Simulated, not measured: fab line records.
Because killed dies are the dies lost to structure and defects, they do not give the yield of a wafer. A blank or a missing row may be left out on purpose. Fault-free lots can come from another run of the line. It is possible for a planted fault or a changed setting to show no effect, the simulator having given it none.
Which tool was responsible?    flow sky130    11 lots with 33 wafers sampled at 2 steps, on a route of 708 steps

== WHAT THE GAUGES SHOWED, per wafer ==
SKY_VIA2_THK_MEAS_01.
lot   measured      on             VIA2_HDPCVD_THK (nm)
L710  day 36 08:10  film-metro-01  1184 1184 1169
L713  day 36 23:50  film-metro-03  1197 1177 1181
L715  day 37 19:01  film-metro-01  1180 1175 1187
L717  day 38 07:43  film-metro-03  1170 1177 1177
L718  day 38 09:49  film-metro-01  1190 1187 1167
L719  day 38 14:11  film-metro-02  1178 1166 1157
L720  day 38 22:04  film-metro-01  1196 1188 1182
L721  day 39 01:28  film-metro-02  1196 1193 1220
L730  day 42 11:32  film-metro-01  1158 1157 1175
L732  day 42 16:43  film-metro-01  1178 1192 1161
L733  day 42 23:03  film-metro-01  1167 1174 1175

== WHICH TOOL RAN EACH LOT (tool, then ch and the chambers of the sampled wafers, then the start) ==
lot   SKY_VIA1_ETCH_15
L710  rie-diel-04 ch 0,2, day 35 02:52
L713  rie-diel-01 ch 0,3, day 35 19:10
L715  rie-diel-01 ch 1,2,3, day 36 14:26
L717  rie-diel-01 ch 1,2,3, day 37 02:50
L718  rie-diel-04 ch 1,2,3, day 37 05:04
L719  rie-diel-01 ch 0,1, day 37 09:47
L720  rie-diel-01 ch 1,2, day 37 18:02
L721  rie-diel-04 ch 0,1, day 37 20:58
L730  rie-diel-03 ch 0,1,3, day 41 07:59
L732  rie-diel-03 ch 0,1,3, day 41 13:19
L733  rie-diel-04 ch 0,1,3, day 41 20:36
- SKY_VIA1_ETCH_15: etches SiO2 in C4F8/O2/Ar, stops on TiN, target depth 351 nm, time 54 s.

== WHAT THE TOOLS THEMSELVES READ (means of the sampled wafers that have a number; where no wafer has one, the mark that the record gives instead) ==
SKY_VIA1_ETCH_15.
lot   tool         oes-product-au (a.u.)
L710  rie-diel-04  0.983
L713  rie-diel-01  0.976
L715  rie-diel-01  0.977
L717  rie-diel-01  0.980
L718  rie-diel-04  0.983
L719  rie-diel-01  0.978
L720  rie-diel-01  0.980
L721  rie-diel-04  0.985
L730  rie-diel-03  0.985
L732  rie-diel-03  0.983
L733  rie-diel-04  0.985

== THE ANSWER, worked out from the rows above alone ==
Rule: the usual values come from the lots themselves. The widest of any qualifying gaps counts: lots, ordered by their means at a reading, are off when they make up no more than a third of the lots, leave a main group of 4 or more, and stand apart from it by 3 or more times the standard deviation of that group's means. Not used: any main group whose means are identical at the precision the tables above print for the reading. Also off: a lot with no number at a reading for which 4 or more lots have one. Where the step has rows for the other lots, those lots are counted as sound. The gauges are gone through in route order, then the tools' own readings, and for those a lot's mean is taken as printed above. The first step at which some lot is off is used, and at that step the reading that is off furthest; a lot without a number counts as furthest.
Nothing can be told from this: no lot is off at any reading shown.

== WHAT THE SIMULATOR PUT IN ==
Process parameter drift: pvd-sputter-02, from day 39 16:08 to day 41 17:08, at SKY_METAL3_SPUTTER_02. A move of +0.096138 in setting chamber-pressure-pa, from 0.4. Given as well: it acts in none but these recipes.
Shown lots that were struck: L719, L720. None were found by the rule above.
